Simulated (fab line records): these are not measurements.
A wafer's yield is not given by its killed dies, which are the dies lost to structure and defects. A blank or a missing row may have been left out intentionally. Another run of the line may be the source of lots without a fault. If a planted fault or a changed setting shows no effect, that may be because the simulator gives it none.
fab line records -- flow sky130
record lots=7, wafers=21, last-day=49
route steps=708 shown SD_N@350 SD_P@359 RES_XHIGH@360 SALICIDE@361 LI_CONTACT@362
lots untouched by any fault: they come from a run of this same line in which no faults occurred
start-h: hours from the record's opening day to when the first of the lot's shown wafers began -- wait-h: how many hours have passed since the lot's step before this one -- " the same as in the row above -- L1.1+2: a row that stands for several wafers -- - no value present, or no start provided -- * or withheld: withheld -- < > ~ a bound
route shown NAME@n: NAME is a module with steps in the file, n the number in the route of the first one -- usual: mean/standard deviation of fault-free wafers -- same: alike in all rows -- chamber/n: place in a boat -- sites: each site's reading -- _std_site: the standard deviation of these -- _edge_site: the outer-site mean with the inner-site mean subtracted -- radius-mm: how far each site lies from the wafer's centre -- mask NAME#n: copy n -- behind: the tool/chamber that last shaped the wafer -- hold: the reason the lot was held/the length of the hold in hours/how it ended -- device: transistor that didn't switch, given as n, p or np -- end of line: tests of these same wafers at the route's end -- a step without rows: its recipe alone -- killed: count of dies lost to structure and defects at first sort (not the wafer's yield) -- map: per-die view of a wafer (x killed, . not killed, _ where there is no die)
set.NAME: the setting that was run; set.NAME@STEP: the one run at that earlier step -- model.NAME: the simulator's own value behind a step, which no gauge read
lots at selected steps of the route; one table per step, one row per wafer
services: the hour from which a tool's chamber was out of use, counted from the record's first day as start-h (under 0 if before that day), plus the number of hours and why
## steps
# step SKY_SD_N_OVL_MEAS_08
# usual SD_N_OVL=-0.3/1.3
lot.wafer,tool,chamber,start-h,wait-h,SD_N_OVL[nm]
L615.1,overlay-02,-,669.68,0.1,-2.9
L615.4,overlay-02,-,669.68,0.1,-2.8
L615.6,overlay-02,-,669.68,0.1,-1.9
L616.1,overlay-02,-,682.30,0.1,0.1
L616.3,overlay-02,-,682.30,0.1,0.8
L616.5,overlay-02,-,682.30,0.1,0.1
L617.2,overlay-01,-,682.43,0.1,0.8
L617.4,overlay-01,-,682.43,0.1,-0.5
L617.5,overlay-01,-,682.43,0.1,-0.4
L618.3,overlay-01,-,694.83,0.1,0.5
L618.4,overlay-01,-,694.83,0.1,0.5
L618.6,overlay-01,-,694.83,0.1,0.6
L626.2,overlay-02,-,771.10,0.1,2.4
L626.3,overlay-02,-,771.10,0.1,1.9
L626.4,overlay-02,-,771.10,0.1,1.8
L625.1,overlay-02,-,771.58,0.1,0.7
L625.3,overlay-02,-,771.58,0.1,-0.8
L625.6,overlay-02,-,771.58,0.1,0.7
L628.2,overlay-02,-,796.67,0.1,-0.1
L628.3,overlay-02,-,796.67,0.1,-0.4
L628.5,overlay-02,-,796.67,0.1,-1.1
# step SKY_SD_N_IMPLANT_09
# recipe species=As, energy-kev=49.25, dose-cm2=4e+15, tilt-deg=0
# step SKY_SD_N_IMPLANT_10
# recipe species=P, energy-kev=20, dose-cm2=1e+14, tilt-deg=0
# step SKY_SD_N_STRIP_11
# recipe chemistry=O2/N2, power-w=1400, pressure-mtorr=1500, platen-temp-c=withheld, o2-flow-sccm=3000, n2-flow-sccm=300, overash-fraction=0.5
# usual drypump-motor-current-A=5.6/0.53, o2-flow-sccm=3001/9.1, oes-product-au=0.528/0.0043, strip-time-to-endpoint-s=22.43/0.039
lot.wafer,tool,chamber,start-h,wait-h,drypump-motor-current-A,o2-flow-sccm,oes-product-au,rf-hours-counter-h,strip-time-to-endpoint-s
L615.1,plasma-asher-04,1,670.01,0.1,4.9,2995,0.533,87,22.43
L615.4,plasma-asher-04,0,670.01,0.1,5.9,2993,0.521,-,22.43
L615.6,plasma-asher-04,1,670.01,0.1,4.9,2991,0.523,-,22.38
L616.1,plasma-asher-04,1,682.63,0.1,4.9,2985,0.524,88,22.42
L616.3,plasma-asher-04,0,682.63,0.1,5.8,3007,0.518,-,22.42
L616.5,plasma-asher-04,0,682.63,0.1,5.9,3010,0.525,-,22.47
L617.2,plasma-asher-03,0,682.76,0.1,5.9,2999,0.533,57,22.45
L617.4,plasma-asher-03,1,682.76,0.1,5.6,2991,0.528,-,22.44
L617.5,plasma-asher-03,1,682.76,0.1,5.7,3002,0.523,-,22.43
L618.3,plasma-asher-03,0,695.18,0.1,5.9,3011,0.533,-,22.39
L618.4,plasma-asher-03,1,695.18,0.1,5.6,3007,0.526,-,22.34
L618.6,plasma-asher-03,1,695.18,0.1,5.6,3000,0.529,-,22.37
L626.2,plasma-asher-01,0,771.43,0.1,6.4,3015,0.527,3,22.43
L626.3,plasma-asher-01,1,771.43,0.1,5.0,3002,0.529,-,22.42
L626.4,plasma-asher-01,0,771.43,0.1,6.4,2997,0.524,-,22.46
L625.1,plasma-asher-01,1,771.91,0.1,5.0,2998,0.533,3,22.44
L625.3,plasma-asher-01,0,771.91,0.1,6.4,3001,0.531,-,22.43
L625.6,plasma-asher-01,1,771.91,0.1,5.0,2990,0.519,-,22.44
L628.2,plasma-asher-04,0,797.00,0.1,5.9,3003,0.524,100,22.38
L628.3,plasma-asher-04,0,797.00,0.1,5.9,3005,0.527,-,22.38
L628.5,plasma-asher-04,1,797.00,0.1,5.0,3007,0.529,-,22.40
# step SKY_SD_N_TW_MEAS_12
# usual SD_N_TW=3975/24
lot.wafer,tool,chamber,start-h,wait-h,SD_N_TW
L615.1,film-metro-01,-,670.11,0.1,4016
L615.4,film-metro-01,-,670.11,0.1,3980
L615.6,film-metro-01,-,670.11,0.1,4006
L616.1,film-metro-02,-,682.73,0.1,3973
L616.3,film-metro-02,-,682.73,0.1,3987
L616.5,film-metro-02,-,682.73,0.1,3978
L617.2,film-metro-01,-,682.87,0.1,4013
L617.4,film-metro-01,-,682.87,0.1,4004
L617.5,film-metro-01,-,682.87,0.1,3997
L618.3,film-metro-01,-,695.27,0.1,3970
L618.4,film-metro-01,-,695.27,0.1,3991
L618.6,film-metro-01,-,695.27,0.1,3977
L626.2,film-metro-04,-,771.54,0.1,3951
L626.3,film-metro-04,-,771.54,0.1,3948
L626.4,film-metro-04,-,771.54,0.1,3928
L625.1,film-metro-04,-,772.01,0.1,3975
L625.3,film-metro-04,-,772.01,0.1,3936
L625.6,film-metro-04,-,772.01,0.1,3964
L628.2,film-metro-04,-,797.11,0.1,3953
L628.3,film-metro-04,-,797.11,0.1,3937
L628.5,film-metro-04,-,797.11,0.1,3939
# step SKY_SD_N_CLEAN_13
# recipe chemistry=SC1/SC2, mix=1:4:20, temp-c=70, time-s=150, dry=n2-spin
# step SKY_SD_N_RTA_14
# recipe temp-c=1075, time-s=2, idle-temp-c=650, ramp-up-c-per-s=150, ramp-down-c-per-s=90, ambient=N2
# usual lamp-power-pct=15.73/0.05, wafer_temp_C_max=1078.3/1.3
lot.wafer,tool,chamber,start-h,wait-h,lamp-power-pct,wafer_temp_C_max
L615.1,rtp-anneal-01,0,670.22,0.0,15.81,1079.1
L615.4,rtp-anneal-01,0,670.22,0.0,15.72,1080.1
L615.6,rtp-anneal-01,0,670.22,0.0,15.68,1077.9
L616.1,rtp-anneal-02,0,682.84,0.0,15.77,1078.4
L616.3,rtp-anneal-02,0,682.84,0.0,15.76,1077.1
L616.5,rtp-anneal-02,0,682.84,0.0,15.73,1077.7
L617.2,rtp-anneal-01,0,682.98,0.0,15.74,1076.0
L617.4,rtp-anneal-01,0,682.98,0.0,15.84,1079.2
L617.5,rtp-anneal-01,0,682.98,0.0,15.62,1077.7
L618.3,rtp-anneal-02,0,695.44,0.0,15.77,1081.9
L618.4,rtp-anneal-02,0,695.44,0.0,15.75,1077.5
L618.6,rtp-anneal-02,0,695.44,0.0,15.67,1076.7
L626.2,rtp-anneal-01,0,771.72,0.0,15.74,1078.4
L626.3,rtp-anneal-01,0,771.72,0.0,15.79,1077.5
L626.4,rtp-anneal-01,0,771.72,0.0,15.65,1076.5
L625.1,rtp-anneal-02,0,772.13,0.0,15.73,1077.7
L625.3,rtp-anneal-02,0,772.13,0.0,15.73,1079.7
L625.6,rtp-anneal-02,0,772.13,0.0,15.75,1078.9
L628.2,rtp-anneal-01,0,797.22,0.0,15.78,1076.7
L628.3,rtp-anneal-01,0,797.22,0.0,15.73,1080.5
L628.5,rtp-anneal-01,0,797.22,0.0,15.83,1078.6
# step SKY_SD_N_RS_MEAS_16
# recipe thk-meas-gauge=four-point-probe
# usual SD_N_RS=69.06/0.11
lot.wafer,tool,chamber,start-h,wait-h,SD_N_RS[ohm/sq]
L615.1,film-metro-02,-,670.40,0.1,68.96
L615.4,film-metro-02,-,670.40,0.1,69.07
L615.6,film-metro-02,-,670.40,0.1,68.88
L616.1,film-metro-02,-,683.02,0.1,68.97
L616.3,film-metro-02,-,683.02,0.1,69.06
L616.5,film-metro-02,-,683.02,0.1,69.14
L617.2,film-metro-04,-,683.17,0.1,69.12
L617.4,film-metro-04,-,683.17,0.1,69.08
L617.5,film-metro-04,-,683.17,0.1,69.04
L618.3,film-metro-04,-,695.64,0.1,69.09
L618.4,film-metro-04,-,695.64,0.1,69.19
L618.6,film-metro-04,-,695.64,0.1,69.15
L626.2,film-metro-02,-,771.90,0.1,68.93
L626.3,film-metro-02,-,771.90,0.1,69.04
L626.4,film-metro-02,-,771.90,0.1,69.04
L625.1,film-metro-01,-,772.30,0.1,69.13
L625.3,film-metro-01,-,772.30,0.1,68.95
L625.6,film-metro-01,-,772.30,0.1,69.02
L628.2,film-metro-01,-,797.40,0.1,69.22
L628.3,film-metro-01,-,797.40,0.1,69.22
L628.5,film-metro-01,-,797.40,0.1,69.10
# step SKY_SD_N_RS_MEAS_17
# recipe thk-meas-gauge=four-point-probe
# usual SD_P_RS=147.1/0.33
lot.wafer,tool,chamber,start-h,wait-h,SD_P_RS[ohm/sq]
L615.1,film-metro-02,-,670.52,0.1,146.8
L615.4,film-metro-02,-,670.52,0.1,146.9
L615.6,film-metro-02,-,670.52,0.1,146.5
L616.1,film-metro-02,-,683.14,0.1,146.8
L616.3,film-metro-02,-,683.14,0.1,147.0
L616.5,film-metro-02,-,683.14,0.1,147.4
L617.2,film-metro-04,-,683.29,0.1,147.1
L617.4,film-metro-04,-,683.29,0.1,147.2
L617.5,film-metro-04,-,683.29,0.1,147.1
L618.3,film-metro-04,-,695.76,0.1,147.5
L618.4,film-metro-04,-,695.76,0.1,147.3
L618.6,film-metro-04,-,695.76,0.1,147.2
L626.2,film-metro-02,-,772.02,0.1,147.0
L626.3,film-metro-02,-,772.02,0.1,146.7
L626.4,film-metro-02,-,772.02,0.1,146.7
L625.1,film-metro-01,-,772.42,0.1,147.4
L625.3,film-metro-01,-,772.42,0.1,147.3
L625.6,film-metro-01,-,772.42,0.1,147.0
L628.2,film-metro-01,-,797.52,0.1,147.1
L628.3,film-metro-01,-,797.52,0.1,146.8
L628.5,film-metro-01,-,797.52,0.1,146.8
# step SKY_SD_N_RS_MEAS_18
# recipe thk-meas-gauge=four-point-probe
# usual RES_XHIGH_RS=332.7/1.4
lot.wafer,tool,chamber,start-h,wait-h,RES_XHIGH_RS[ohm/sq]
L615.1,film-metro-02,-,670.64,0.1,333.1
L615.4,film-metro-02,-,670.64,0.1,333.8
L615.6,film-metro-02,-,670.64,0.1,334.4
L616.1,film-metro-02,-,683.26,0.1,332.8
L616.3,film-metro-02,-,683.26,0.1,332.8
L616.5,film-metro-02,-,683.26,0.1,333.9
L617.2,film-metro-04,-,683.41,0.1,334.5
L617.4,film-metro-04,-,683.41,0.1,334.6
L617.5,film-metro-04,-,683.41,0.1,334.2
L618.3,film-metro-04,-,695.88,0.1,331.9
L618.4,film-metro-04,-,695.88,0.1,332.3
L618.6,film-metro-04,-,695.88,0.1,332.5
L626.2,film-metro-02,-,772.14,0.1,331.7
L626.3,film-metro-02,-,772.14,0.1,332.5
L626.4,film-metro-02,-,772.14,0.1,332.1
L625.1,film-metro-01,-,772.54,0.1,331.2
L625.3,film-metro-01,-,772.54,0.1,329.2
L625.6,film-metro-01,-,772.54,0.1,329.8
L628.2,film-metro-01,-,797.64,0.1,333.4
L628.3,film-metro-01,-,797.64,0.1,333.4
L628.5,film-metro-01,-,797.64,0.1,334.1
# step SKY_SALICIDE_CLEAN_00
# recipe chemistry=HF-last, time-s=30, dilution=100:1, dry=ipa-marangoni
# step SKY_LI_CONTACT_HDPCVD_00
# recipe material=PSG, target-thk-nm=930, sigma-open-frac=0.3, time-s=155, temp-c=600, sih4-flow-sccm=60, pressure-mtorr=6
# usual pressure-mtorr=6.000/0.013, run-length-s=182.9/0.61
lot.wafer,tool,chamber,start-h,wait-h,pressure-mtorr,run-length-s
L615.1,hdpcvd-02,1,670.77,0.0,6.003,182.8
L615.4,hdpcvd-02,2,670.77,0.0,6.012,183.7
L615.6,hdpcvd-02,1,670.77,0.0,6.001,183.6
L616.1,hdpcvd-02,1,683.39,0.0,-,-
L616.3,hdpcvd-02,0,683.39,0.0,-,-
L616.5,hdpcvd-02,0,683.39,0.0,-,-
L617.2,hdpcvd-01,2,683.52,0.0,-,-
L617.4,hdpcvd-01,0,683.52,0.0,-,-
L617.5,hdpcvd-01,2,683.52,0.0,-,-
L618.3,hdpcvd-01,2,695.98,0.0,-,-
L618.4,hdpcvd-01,0,695.98,0.0,-,-
L618.6,hdpcvd-01,2,695.98,0.0,-,-
L626.2,hdpcvd-02,1,772.26,0.0,6.004,182.9
L626.3,hdpcvd-02,2,772.26,0.0,5.984,183.3
L626.4,hdpcvd-02,1,772.26,0.0,6.001,182.9
L625.1,hdpcvd-01,2,772.68,0.0,5.998,182.0
L625.3,hdpcvd-01,0,772.68,0.0,6.010,182.4
L625.6,hdpcvd-01,0,772.68,0.0,6.015,183.0
L628.2,hdpcvd-01,0,797.76,0.0,5.996,182.3
L628.3,hdpcvd-01,2,797.76,0.0,5.993,182.2
L628.5,hdpcvd-01,1,797.76,0.0,5.984,183.3
## services
tool,chamber,start-h,hours,kind
hdpcvd-02,-,650.75,15.0,pm
hdpcvd-02,0,650.75,15.0,vent-cycle
hdpcvd-02,1,650.75,15.0,vent-cycle
hdpcvd-02,2,650.75,15.0,vent-cycle
hdpcvd-01,1,664.78,4.1,repair
hdpcvd-02,0,665.75,-,clean
hdpcvd-02,1,665.75,-,clean
hdpcvd-02,2,665.75,-,clean
rtp-anneal-02,-,687.46,5.3,pm
plasma-asher-03,-,691.11,0.6,repair
hdpcvd-02,0,711.85,5.1,repair
plasma-asher-03,-,714.25,14.6,pm
plasma-asher-03,-,730.17,1.0,repair
hdpcvd-02,-,732.16,1.4,repair
plasma-asher-01,-,733.75,9.0,pm
plasma-asher-01,0,733.75,9.0,vent-cycle
plasma-asher-01,1,733.75,9.0,vent-cycle
plasma-asher-01,0,742.75,-,clean
plasma-asher-01,1,742.75,-,clean
hdpcvd-02,-,747.24,14.6,pm
plasma-asher-03,-,749.54,1.2,repair
hdpcvd-01,0,776.69,12.2,repair
plasma-asher-03,-,778.02,0.7,repair
## key
first-sign step=SKY_LI_CONTACT_HDPCVD_00, reading=tool-record, direction=missing
effect none on later readings
met-at SKY_LI_CONTACT_HDPCVD_00
struck-wafers L616.1,L616.3,L616.5,L617.2,L617.4,L617.5,L618.3,L618.4,L618.6
scrapped-behind SKY_LI_CONTACT_THK_MEAS_01 L616.1,L616.3,L616.5,L617.2,L617.4,L617.5,L618.3,L618.4,L618.6
onset-between 670.77 683.39
fault kind=skipped-step-whole, tool=hdpcvd-01,hdpcvd-02, chamber=-, onset-h=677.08, steps=SKY_LI_CONTACT_HDPCVD_00, scope=struck-lots-only
